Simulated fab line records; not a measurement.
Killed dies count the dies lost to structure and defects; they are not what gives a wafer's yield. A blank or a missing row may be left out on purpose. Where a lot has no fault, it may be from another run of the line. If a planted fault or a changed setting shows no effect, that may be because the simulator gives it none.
fab line records | flow gf180mcu
record: lots: 14 | wafers: 42 | lastDay: 34
route steps=602 shown MIM@505 M5@531
lots with no fault: from the same line, run without faults
startH: start of the lot's first displayed wafer, in hours after the record's first day | waitH: hours since the lot's step before | " as in the row above | L1.1+2: a row that stands for several wafers | - either no value or no given start | * or withheld: withheld | < > ~ a bound
route shown NAME@n: NAME is a module with steps in the file, n the number in the route of the first one | usual: the fault-free wafers' mean and standard deviation | same: alike in all rows | chamber/n: place in a boat | sites: the reading at each site | _std_site: their standard deviation | _edge_site: outer sites' mean less inner sites' | radiusMm: how far each site lies from the wafer's centre | mask NAME#n: copy n | behind: tool/chamber where the wafer was last shaped | hold: the reason the lot was held/the length of the hold in hours/how it ended | device: the transistor (n, p or np) that didn't switch | end of line: tests run on the same wafers once the route is complete | a step with no rows: only its recipe | killed: not the wafer's yield, but the dies lost to structure and defects at the first sort | map: per-die view of a wafer (x killed, . not killed, _ where there is no die)
set.NAME: the setting that was run; set.NAME@STEP: the one run at that earlier step | model.NAME: the simulator's own value behind a step, which no gauge read
one table for each step of the route and one row for each wafer, over a sample of lots
services: a tool's chamber out of use, with start hour (startH, from the record's first day; less than 0 if before it), hours out, and reason
== steps ==
step: GF_MIM_SPUTTER_02
recipe: material: AlCu | targetThkNm: 450 | powerW: 10600 | timeS: 23.9 | chamberPressurePa: 0.4
usual: throttleValvePct: 30.2/1
lot.wafer | tool          | chamber | startH | waitH | throttleValvePct
L401.1    | pvdSputter-02 | -       | 559.28 | 0.0   | 30.2
L401.2    | "             | -       | "      | "     | 29.3
L401.3    | "             | -       | "      | "     | 29.1
L403.1    | pvdSputter-02 | -       | 580.00 | 0.0   | 29.0
L403.4    | "             | -       | "      | "     | 30.4
L403.5    | "             | -       | "      | "     | 30.6
L404.1    | pvdSputter-03 | -       | 585.91 | 0.0   | 29.2
L404.2    | "             | -       | "      | "     | 31.8
L404.6    | "             | -       | "      | "     | 30.8
L405.1    | pvdSputter-04 | -       | 600.49 | 0.0   | 28.9
L405.3    | "             | -       | "      | "     | 29.1
L405.6    | "             | -       | "      | "     | 28.9
L406.2    | pvdSputter-02 | -       | 605.84 | 0.0   | 29.6
L406.4    | "             | -       | "      | "     | 29.3
L406.5    | "             | -       | "      | "     | 30.3
L407.1    | pvdSputter-03 | -       | 614.32 | 0.0   | 31.7
L407.5    | "             | -       | "      | "     | 32.4
L407.6    | "             | -       | "      | "     | 31.1
L409.2    | pvdSputter-03 | -       | 625.83 | 0.0   | 29.4
L409.4    | "             | -       | "      | "     | 30.9
L409.5    | "             | -       | "      | "     | 29.4
L408.3    | pvdSputter-02 | -       | 626.12 | 0.0   | 30.5
L408.4    | "             | -       | "      | "     | 29.2
L408.5    | "             | -       | "      | "     | 30.5
L412.1    | pvdSputter-03 | -       | 651.41 | 0.0   | 29.3
L412.4    | "             | -       | "      | "     | 31.4
L412.6    | "             | -       | "      | "     | 30.9
L414.3    | pvdSputter-03 | -       | 665.33 | 0.0   | 30.7
L414.4    | "             | -       | "      | "     | 29.4
L414.6    | "             | -       | "      | "     | 29.4
L417.4    | pvdSputter-03 | -       | 692.00 | 0.0   | 30.8
L417.5    | "             | -       | "      | "     | 31.9
L417.6    | "             | -       | "      | "     | 31.3
L422.1    | pvdSputter-02 | -       | 724.46 | 0.0   | 30.6
L422.3    | "             | -       | "      | "     | 29.1
L422.6    | "             | -       | "      | "     | 29.3
L423.2    | pvdSputter-04 | -       | 726.85 | 0.0   | 30.1
L423.3    | "             | -       | "      | "     | 28.9
L423.5    | "             | -       | "      | "     | 28.7
L424.1    | pvdSputter-03 | -       | 728.55 | 0.0   | 31.3
L424.5    | "             | -       | "      | "     | 31.0
L424.6    | "             | -       | "      | "     | 29.5
step: GF_MIM_THK_MEAS_06
recipe: reads: Si3N4_of_MIM_CVD_05
usual: MIM_CVD_05_THK: 42.2/0.48
lot.wafer | tool         | chamber | startH | waitH | MIM_CVD_05_THK[nm]
L401.1    | filmMetro-04 | -       | 559.41 | 0.0   | 42.3
L401.2    | "            | -       | "      | "     | 41.8
L401.3    | "            | -       | "      | "     | 42.0
L403.1    | filmMetro-01 | -       | 580.12 | 0.0   | 42.2
L403.4    | "            | -       | "      | "     | 43.0
L403.5    | "            | -       | "      | "     | 42.9
L404.1    | filmMetro-01 | -       | 586.04 | 0.0   | 41.8
L404.2    | "            | -       | "      | "     | 41.4
L404.6    | "            | -       | "      | "     | 42.4
L405.1    | filmMetro-04 | -       | 600.63 | 0.0   | 42.0
L405.3    | "            | -       | "      | "     | 42.7
L405.6    | "            | -       | "      | "     | 42.7
L406.2    | filmMetro-04 | -       | 605.98 | 0.0   | 41.8
L406.4    | "            | -       | "      | "     | 42.1
L406.5    | "            | -       | "      | "     | 42.5
L407.1    | filmMetro-02 | -       | 614.45 | 0.0   | 42.5
L407.5    | "            | -       | "      | "     | 43.3
L407.6    | "            | -       | "      | "     | 42.9
L409.2    | filmMetro-01 | -       | 625.99 | 0.0   | 41.9
L409.4    | "            | -       | "      | "     | 42.4
L409.5    | "            | -       | "      | "     | 42.4
L408.3    | filmMetro-02 | -       | 626.28 | 0.0   | 42.5
L408.4    | "            | -       | "      | "     | 42.3
L408.5    | "            | -       | "      | "     | 42.4
L412.1    | filmMetro-01 | -       | 651.54 | 0.0   | 42.5
L412.4    | "            | -       | "      | "     | 43.0
L412.6    | "            | -       | "      | "     | 42.9
L414.3    | filmMetro-01 | -       | 665.49 | 0.0   | 42.5
L414.4    | "            | -       | "      | "     | 42.3
L414.6    | "            | -       | "      | "     | 42.6
L417.4    | filmMetro-04 | -       | 692.15 | 0.0   | 42.2
L417.5    | "            | -       | "      | "     | 42.5
L417.6    | "            | -       | "      | "     | 42.3
L422.1    | filmMetro-04 | -       | 724.60 | 0.0   | 41.2
L422.3    | "            | -       | "      | "     | 42.1
L422.6    | "            | -       | "      | "     | 41.4
L423.2    | filmMetro-02 | -       | 726.98 | 0.0   | 41.5
L423.3    | "            | -       | "      | "     | 42.1
L423.5    | "            | -       | "      | "     | 42.3
L424.1    | filmMetro-04 | -       | 728.67 | 0.0   | 42.1
L424.5    | "            | -       | "      | "     | 42.6
L424.6    | "            | -       | "      | "     | 42.0
step: GF_MIM_SPUTTER_07
recipe: material: TiN | targetThkNm: 60 | powerW: 6500 | timeS: 50 | chamberPressurePa: 0.4
usual: throttleValvePct: 30.1/1
lot.wafer | tool          | chamber | startH | waitH | throttleValvePct
L401.1    | pvdSputter-03 | -       | 559.47 | 0.1   | 29.6
L401.2    | "             | -       | "      | "     | 31.6
L401.3    | "             | -       | "      | "     | 31.6
L403.1    | pvdSputter-04 | -       | 580.18 | 0.1   | 31.5
L403.4    | "             | -       | "      | "     | 28.8
L403.5    | "             | -       | "      | "     | 28.9
L404.1    | pvdSputter-02 | -       | 586.10 | 0.1   | 29.2
L404.2    | "             | -       | "      | "     | 30.2
L404.6    | "             | -       | "      | "     | 29.3
L405.1    | pvdSputter-03 | -       | 600.69 | 0.1   | 31.0
L405.3    | "             | -       | "      | "     | 29.4
L405.6    | "             | -       | "      | "     | 31.4
L406.2    | pvdSputter-03 | -       | 606.03 | 0.0   | 30.8
L406.4    | "             | -       | "      | "     | 31.4
L406.5    | "             | -       | "      | "     | 29.6
L407.1    | pvdSputter-04 | -       | 614.51 | 0.1   | 28.9
L407.5    | "             | -       | "      | "     | 31.9
L407.6    | "             | -       | "      | "     | 28.9
L409.2    | pvdSputter-03 | -       | 626.04 | 0.0   | 29.4
L409.4    | "             | -       | "      | "     | 31.6
L409.5    | "             | -       | "      | "     | 30.9
L408.3    | pvdSputter-04 | -       | 626.32 | 0.0   | 31.5
L408.4    | "             | -       | "      | "     | 29.1
L408.5    | "             | -       | "      | "     | 29.9
L412.1    | pvdSputter-04 | -       | 651.60 | 0.1   | 28.9
L412.4    | "             | -       | "      | "     | 29.0
L412.6    | "             | -       | "      | "     | 31.6
L414.3    | pvdSputter-04 | -       | 665.53 | 0.0   | 28.8
L414.4    | "             | -       | "      | "     | 29.1
L414.6    | "             | -       | "      | "     | 29.0
L417.4    | pvdSputter-02 | -       | 692.18 | 0.0   | 30.3
L417.5    | "             | -       | "      | "     | 29.1
L417.6    | "             | -       | "      | "     | 29.3
L422.1    | pvdSputter-04 | -       | 724.66 | 0.1   | 29.0
L422.3    | "             | -       | "      | "     | 31.4
L422.6    | "             | -       | "      | "     | 29.0
L423.2    | pvdSputter-02 | -       | 727.03 | 0.0   | 29.3
L423.3    | "             | -       | "      | "     | 30.3
L423.5    | "             | -       | "      | "     | 29.1
L424.1    | pvdSputter-04 | -       | 728.73 | 0.1   | 31.4
L424.5    | "             | -       | "      | "     | 29.1
L424.6    | "             | -       | "      | "     | 31.1
step: GF_M5_PEB_05
recipe: pebTempC: 135 | pebTimeS: 90 | resist: KrF
usual: chillPlateTempC: 23.01/0.12 | exhaustPa: 45.1/0.9
lot.wafer | tool          | chamber | startH | waitH | chillPlateTempC | exhaustPa
L401.1    | lithoTrack-03 | 0       | 603.12 | -     | 23.02           | 45.5
L401.2    | "             | 0       | "      | "     | 23.16           | 45.5
L401.3    | "             | 0       | "      | "     | 23.15           | 44.7
L403.1    | lithoTrack-04 | 0       | 621.52 | -     | 23.00           | 45.6
L403.4    | "             | 0       | "      | "     | 23.02           | 43.8
L403.5    | "             | 0       | "      | "     | 22.99           | 44.1
L404.1    | lithoTrack-02 | 0       | 628.17 | -     | 23.02           | 45.7
L404.2    | "             | 0       | "      | "     | 23.01           | 44.9
L404.6    | "             | 0       | "      | "     | 23.08           | 45.2
L405.1    | lithoTrack-03 | 0       | 640.82 | -     | 23.28           | 43.1
L405.3    | "             | 0       | "      | "     | 23.06           | 42.8
L405.6    | "             | 0       | "      | "     | 23.20           | 43.3
L406.2    | lithoTrack-02 | 0       | 647.70 | -     | 22.99           | 44.8
L406.4    | "             | 0       | "      | "     | 23.08           | 45.5
L406.5    | "             | 0       | "      | "     | 23.20           | 44.5
L407.1    | lithoTrack-02 | -       | 655.21 | -     | -               | -
L407.5    | "             | -       | "      | "     | -               | -
L407.6    | "             | -       | "      | "     | -               | -
L409.2    | lithoTrack-03 | -       | 665.50 | -     | -               | -
L409.4    | "             | -       | "      | "     | -               | -
L409.5    | "             | -       | "      | "     | -               | -
L408.3    | lithoTrack-04 | 0       | 665.89 | -     | 22.86           | 44.8
L408.4    | "             | 0       | "      | "     | 22.80           | 43.8
L408.5    | "             | 0       | "      | "     | 22.80           | 44.2
L412.1    | lithoTrack-03 | 0       | 689.62 | -     | 22.98           | 46.2
L412.4    | "             | 0       | "      | "     | 22.97           | 46.3
L412.6    | "             | 0       | "      | "     | 22.80           | 45.7
L414.3    | lithoTrack-03 | 0       | 703.34 | -     | 22.88           | 45.5
L414.4    | "             | 0       | "      | "     | 22.95           | 44.8
L414.6    | "             | 0       | "      | "     | 23.04           | 44.6
L417.4    | lithoTrack-02 | 0       | 728.61 | -     | 22.93           | 45.5
L417.5    | "             | 0       | "      | "     | 22.88           | 45.4
L417.6    | "             | 0       | "      | "     | 22.88           | 43.8
L422.1    | lithoTrack-02 | 0       | 759.06 | -     | 23.00           | 45.2
L422.3    | "             | 0       | "      | "     | 23.02           | 44.2
L422.6    | "             | 0       | "      | "     | 23.00           | 44.6
L423.2    | lithoTrack-04 | 0       | 761.01 | -     | 22.99           | 45.4
L423.3    | "             | 0       | "      | "     | 23.06           | 44.2
L423.5    | "             | 0       | "      | "     | 23.03           | 44.8
L424.1    | lithoTrack-02 | 0       | 762.76 | -     | 23.08           | 44.9
L424.5    | "             | 0       | "      | "     | 22.92           | 46.4
L424.6    | "             | 0       | "      | "     | 23.08           | 45.8
== services ==
tool          | chamber | startH | hours | kind
pvdSputter-04 | -       | 543.11 | 1.9   | repair
pvdSputter-03 | -       | 558.30 | 1.1   | repair
pvdSputter-04 | -       | 603.30 | 3.1   | repair
pvdSputter-02 | -       | 680.69 | 3.5   | repair
pvdSputter-04 | -       | 687.99 | 5.2   | repair
pvdSputter-02 | -       | 691.43 | 0.7   | repair
pvdSputter-02 | -       | 693.74 | 4.9   | repair
pvdSputter-03 | -       | 733.91 | 3.2   | repair
== key ==
firstSign: step: GF_M5_PEB_05 | reading: toolRecord | direction: missing
effect none on later readings
metAt GF_M5_PEB_05
struckLots L407,L409
laterRowsLeftOut L407.1,L407.5,L407.6,L409.2,L409.4,L409.5
sortLeftOut L407.1,L407.5,L407.6,L409.2,L409.4,L409.5
notActingAt GF_MIM_SPUTTER_02,GF_MIM_THK_MEAS_06,GF_MIM_SPUTTER_07
onsetBetween 647.70 655.21
fault: kind: skippedStepWhole | tool: lithoTrack-02,lithoTrack-03 | chamber: - | onsetH: 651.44 | steps: GF_M5_PEB_05 | scope: struckLotsOnly
sortLeftOut: the simulated sort isn't trusted on such a fault, so these wafers' sort isn't shown, and their yield isn't known
laterRowsLeftOut: the simulator's readings of these wafers behind a module that went badly wrong aren't trusted and aren't shown, but for the sort
